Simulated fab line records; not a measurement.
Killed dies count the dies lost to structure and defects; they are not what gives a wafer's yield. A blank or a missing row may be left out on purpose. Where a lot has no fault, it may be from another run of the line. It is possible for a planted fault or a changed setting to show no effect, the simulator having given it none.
The tool behind it: which one? :: flow gf180mcu :: Sampling: 11 lots, 33 wafers, 5 of 602 route steps

WHAT THE GAUGES SHOWED, per wafer
GF_PSD_TW_MEAS_11.
lot: L419
measured: day 14 23:07
on: film-metro-03
PSD_TW: 3168 3174 3175

lot: L420
measured: day 15 01:37
on: film-metro-03
PSD_TW: 3164 3181 3179

lot: L423
measured: day 16 15:01
on: film-metro-04
PSD_TW: 3146 3142 3139

lot: L424
measured: day 16 19:04
on: film-metro-03
PSD_TW: 3194 3179 3176

lot: L425
measured: day 16 22:11
on: film-metro-04
PSD_TW: 3139 3146 3133

lot: L426
measured: day 17 18:49
on: film-metro-04
PSD_TW: 3183 3196 3181

lot: L431
measured: day 19 11:16
on: film-metro-04
PSD_TW: 3171 3171 3175

lot: L432
measured: day 19 12:13
on: film-metro-03
PSD_TW: 30 30 30 30 30 30

lot: L437
measured: day 21 15:40
on: film-metro-03
PSD_TW: 3192 3183 3180

lot: L438
measured: day 21 16:34
on: film-metro-03
PSD_TW: 3188 3195 3186

lot: L440
measured: day 22 08:25
on: film-metro-03
PSD_TW: 3194 3179 3179

WHICH TOOL RAN EACH LOT (tool, then ch and the chambers of the sampled wafers, then the start)
lot: L419
GF_HV_LDD_STRIP_22: plasma-asher-01 ch 0,1, day 11 10:07
GF_HV_LDD_RTA_52: rtp-anneal-02 ch 0, day 13 02:11
GF_NSD_STRIP_11: plasma-asher-01 ch 0, day 14 01:34
GF_PSD_STRIP_10: plasma-asher-03 ch 0,1, day 14 23:01

lot: L420
GF_HV_LDD_STRIP_22: plasma-asher-02 ch 0,1, day 11 13:01
GF_HV_LDD_RTA_52: rtp-anneal-01 ch 0, day 13 04:58
GF_NSD_STRIP_11: plasma-asher-03 ch 0,1, day 14 04:57
GF_PSD_STRIP_10: plasma-asher-02 ch 0,1, day 15 01:31

lot: L423
GF_HV_LDD_STRIP_22: plasma-asher-02 ch 0,1, day 12 23:43
GF_HV_LDD_RTA_52: rtp-anneal-01 ch 0, day 14 16:59
GF_NSD_STRIP_11: plasma-asher-03 ch 0,1, day 15 17:13
GF_PSD_STRIP_10: plasma-asher-02 ch 0,1, day 16 14:55

lot: L424
GF_HV_LDD_STRIP_22: plasma-asher-02 ch 0,1, day 13 01:01
GF_HV_LDD_RTA_52: rtp-anneal-02 ch 0, day 14 19:18
GF_NSD_STRIP_11: plasma-asher-04 ch 0,1, day 15 20:25
GF_PSD_STRIP_10: plasma-asher-01 ch 0, day 16 18:58

lot: L425
GF_HV_LDD_STRIP_22: plasma-asher-01 ch 0,1, day 13 03:19
GF_HV_LDD_RTA_52: rtp-anneal-01 ch 0, day 14 22:03
GF_NSD_STRIP_11: plasma-asher-01 ch 0,1, day 15 23:59
GF_PSD_STRIP_10: plasma-asher-02 ch 0,1, day 16 22:06

lot: L426
GF_HV_LDD_STRIP_22: plasma-asher-01 ch 0,1, day 13 21:58
GF_HV_LDD_RTA_52: rtp-anneal-02 ch 0, day 15 16:35
GF_NSD_STRIP_11: plasma-asher-03 ch 0,1, day 16 19:14
GF_PSD_STRIP_10: plasma-asher-02 ch 0,1, day 17 18:43

lot: L431
GF_HV_LDD_STRIP_22: plasma-asher-04 ch 0,1, day 15 11:16
GF_HV_LDD_RTA_52: rtp-anneal-01 ch 0, day 17 08:36
GF_NSD_STRIP_11: plasma-asher-03 ch 0,1, day 18 11:13
GF_PSD_STRIP_10: plasma-asher-03 ch 0,1, day 19 11:10

lot: L432
GF_HV_LDD_STRIP_22: plasma-asher-01 ch 0,1, day 15 11:55
GF_HV_LDD_RTA_52: rtp-anneal-02 ch 0, day 17 09:47
GF_NSD_STRIP_11: plasma-asher-04 ch 0,1, day 18 12:10
GF_PSD_STRIP_10: plasma-asher-03 ch 0,1, day 19 12:07

lot: L437
GF_HV_LDD_STRIP_22: plasma-asher-02 ch 0,1, day 17 10:41
GF_HV_LDD_RTA_52: rtp-anneal-02 ch 0, day 19 11:10
GF_NSD_STRIP_11: plasma-asher-04 ch 0, day 20 15:08
GF_PSD_STRIP_10: plasma-asher-03 ch 0,1, day 21 15:34

lot: L438
GF_HV_LDD_STRIP_22: plasma-asher-01 ch 0,1, day 17 11:49
GF_HV_LDD_RTA_52: rtp-anneal-01 ch 0, day 19 12:31
GF_NSD_STRIP_11: plasma-asher-01 ch 0,1, day 20 16:04
GF_PSD_STRIP_10: plasma-asher-03 ch 0,1, day 21 16:28

lot: L440
GF_HV_LDD_STRIP_22: plasma-asher-02 ch 0,1, day 18 04:05
GF_HV_LDD_RTA_52: rtp-anneal-01 ch 0, day 20 05:38
GF_NSD_STRIP_11: plasma-asher-04 ch 0, day 21 08:43
GF_PSD_STRIP_10: plasma-asher-01 ch 0,1, day 22 08:19
- GF_HV_LDD_STRIP_22: strips in O2/N2.
- GF_HV_LDD_RTA_52: time 10 s.
- GF_NSD_STRIP_11: strips in O2/N2.
- GF_PSD_STRIP_10: strips in O2/N2.

THE ANSWER, worked out from the rows above alone
Rule: the usual values come from the lots themselves. Put in order of their means at a reading, lots are off if they are a third of the lots or fewer, leave a main group of 4 or more, and stand apart from it by a gap of 3 or more times the standard deviation of the main group's means; of several such gaps the widest counts. If all means in a main group match to the digits the tables above print for the reading, that group is not used. Also off: a lot with no number at a reading for which 4 or more lots have one. Any other lot the step has rows for is counted as sound.
Off: L432, at GF_PSD_TW_MEAS_11 (PSD_TW). Mean 3173 and standard deviation 17 in the main group.
If a tool, at a process step before that reading, ran all the lots that are off and no sound lot after the first of them, it fits. The gauges at GF_PSD_TW_MEAS_11 are tried like those tools. Not one of the candidates tried fits.

WHAT THE SIMULATOR HAD PUT IN
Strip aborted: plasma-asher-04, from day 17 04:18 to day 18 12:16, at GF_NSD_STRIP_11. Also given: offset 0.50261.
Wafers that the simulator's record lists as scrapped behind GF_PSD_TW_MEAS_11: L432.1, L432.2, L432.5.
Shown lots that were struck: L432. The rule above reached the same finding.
